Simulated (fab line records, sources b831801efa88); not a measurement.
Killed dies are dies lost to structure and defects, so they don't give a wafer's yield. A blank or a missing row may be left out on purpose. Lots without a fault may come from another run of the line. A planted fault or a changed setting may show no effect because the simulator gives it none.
One fault seen from 2 desks | flow gf180mcu | each desk has only its own numbers; what lay behind them comes last

THE TOOL OWNER'S DESK: pecvd-03
The tool's own readings at GF_V1_CVD_02 (deposits SiO2 from TEOS, target thk 850 nm, time 94.851 s): means of the sampled wafers that have a number, for each lot that ran on this tool. A lot is out of limits, marked OUT, if its mean lies more than 4 standard deviations from the usual mean; the brackets give that distance.
Columns: A = heater_power_outer_w at GF_V1_CVD_02, usual 364 W; B = heater_power_w at GF_V1_CVD_02, usual 633 W; C = run_length_s at GF_V1_CVD_02, usual 122.4 s
lot  | first seen here | A   | B   | C
L919 | day 17 20:47    | 326 | 618 | 122.5
L930 | day 22 04:49    | 252 | 460 | 145.0 (+49) OUT
L931 | day 22 12:10    | 312 | 563 | 145.6 (+51) OUT
This desk's finding: out of limits on L930, L931; first on L930, day 22 04:49 (run_length_s at GF_V1_CVD_02). In limits: L919.

THE METROLOGY DESK
What the gauges read, lot by lot, whatever tool the lot ran on: means of the sampled wafers that have a number. A lot is out of limits, marked OUT, if its mean lies more than 4 standard deviations from the usual mean; the brackets give that distance.
Columns: A = cd_nm at GF_M1_CD_MEAS_14, usual 229.7 nm; B = M1_OVL at GF_M1_OVL_MEAS_15, usual -4 nm; C = V1_CVD_00_THK at GF_V1_THK_MEAS_01, usual 596 nm; D = V1_CVD_02_THK at GF_V1_THK_MEAS_03, usual 855 nm; E = V1_BOW at GF_V1_BOW_MEAS_05, usual 82 um
lot  | first seen here | A     | B   | C   | D              | E
L919 | day 17 19:51    | 232.3 | 2   | 591 | 863            | 85
L922 | day 19 06:23    | 228.5 | -13 | 598 | 839            | 78
L930 | day 22 03:52    | 228.7 | -8  | 598 | 1078 (+16) OUT | 81
L931 | day 22 11:13    | 229.9 | -2  | 604 | 1060 (+15) OUT | 85
L935 | day 23 14:59    | 229.7 | 2   | 599 | 845            | 87
L939 | day 24 22:44    | 227.9 | -4  | 602 | 854            | 83
This desk's finding: out of limits on L930, L931; first on L930, day 22 04:53 (V1_CVD_02_THK at GF_V1_THK_MEAS_03). In limits: L919, L922, L935, L939.

PUT TOGETHER
The tool owner's desk could have raised an alarm at day 22 04:49, on L930, L931.
The metrology desk could have raised an alarm at day 22 04:53, on L930, L931.
Of the lots named, all ran GF_V1_CVD_02 on pecvd-03.

WHAT THE SIMULATOR HAD PUT IN
Process parameter drift: pecvd-03, from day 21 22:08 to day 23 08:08, at GF_V1_CVD_02. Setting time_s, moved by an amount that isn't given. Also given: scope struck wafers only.
Lots struck among those shown: L930, L931.
Hours from the fault's start to each desk's first reading out of limits: the tool owner's desk, 7; the metrology desk, 7.
